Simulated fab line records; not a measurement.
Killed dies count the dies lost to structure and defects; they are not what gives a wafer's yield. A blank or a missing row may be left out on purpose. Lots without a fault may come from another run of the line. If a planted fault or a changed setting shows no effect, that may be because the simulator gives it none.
Struck lot and sound lot, side by side ; flow sky130 ; 14 out of 708 route steps
Sound: these wafers, L511.3, L511.5, L511.6. The struck wafers were L520.3, L520.4, L520.6. At the end, the cause is stated.
Per side, at each step with rows, come the tool, then ch with its chambers, and then its first start. Under that, the readings that differ: sound wafers ; struck wafers ; difference of the means ; sigmas: that difference in standard deviations of wafers without a fault.
alike: a reading whose means differ by less than 2 such deviations, as well as words and numbers matching on both sides. not compared: withheld readings; readings where some wafer has no value; bounds like >300 that might hide an equal value; numbers whose values overlap and for which the record gives no deviation.
A row with sigmas, a row that says differs or no value, or rows on one side alone: a step with any of these is where the two part. Non-overlapping numbers with no deviation appear without sigmas and do not part them. Lack of a reading on every wafer of one side parts them only where that side has two or more wafers.

first, 3 steps without rows for these wafers: SKY_POLY_CUT_EXPOSE_05 (exposes mask NPCM, target cd 270 nm); SKY_POLY_CUT_PEB_06; SKY_POLY_CUT_DEVELOP_07 (develop time 60 s).
SKY_POLY_CUT_CD_MEAS_08: the cd target is 270 nm.
  sound: cd-sem-02 at day 28 18:04; struck: cd-sem-02 at day 31 00:17
  alike: cd-nm
SKY_POLY_CUT_OVL_MEAS_09:
  sound: overlay-02 at day 28 18:10; struck: overlay-02 at day 31 00:22
  alike: POLY_CUT_OVL
SKY_POLY_CUT_ETCH_10: etches BARC in N2/H2, stops on SiO2, time 45.9 s, target depth 60 nm.
  sound on rie-diel-02 ch 0,2,3, day 28 18:11; struck on rie-diel-03 ch 0,1,2, day 31 00:23
  alike: chamber-pressure-mTorr, drypump-motor-current-A, h2-flow-sccm, oes-product-au, throttle-valve-pct
  not compared: rf-hours-counter-h
SKY_POLY_CUT_ETCH_11: etches Si3N4 in CF4/CH2F2/Ar, stops on poly-Si, time 42.5 s, target depth 60 nm.
  sound on rie-diel-02 ch 0,2,3, day 28 18:13; struck on rie-diel-03 ch 0,1,2, day 31 00:26
  alike: chamber-pressure-mTorr, drypump-motor-current-A, mfc-ar-sccm, oes-product-au, throttle-valve-pct
  not compared: rf-hours-counter-h
SKY_POLY_CUT_STRIP_12: strips in O2/N2.
  sound on plasma-asher-04 ch 0,1, day 28 18:18; struck on plasma-asher-03 ch 0,1, day 31 00:31
  alike: chamber-pressure-mTorr, drypump-motor-current-A, oes-product-au, strip-time-to-endpoint-s
  not compared: rf-hours-counter-h
then, 4 steps without rows for these wafers: SKY_SD_P_DEHYDRATE_00 (time 60 s); SKY_SD_P_HMDS_01 (prime time 60 s); SKY_SD_P_COAT_02 (resist thk 1140 nm); SKY_SD_P_SOFTBAKE_03 (time 60 s).
SKY_SD_P_EXPOSE_04: exposes mask PSDM, target cd 380 nm.
  sound on iline-stepper-01 ch 0, day 29 09:05; struck on iline-stepper-02, day 31 15:01
  no value came back on the struck wafers for exposure-dose-mJ-cm2, focus-offset-nm (nm); on the sound wafers exposure-dose-mJ-cm2 reads 138.07 137.85 137.87
  alike: mask
next, for these wafers, 1 step has no rows: SKY_SD_P_PEB_05.

## WHERE THEY PART
SKY_SD_P_EXPOSE_04 only, going by this record.

WHY: whatever the simulator had introduced
At SKY_SD_P_EXPOSE_04, the step was skipped entirely on iline-stepper-02 from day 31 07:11 on. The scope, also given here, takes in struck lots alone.
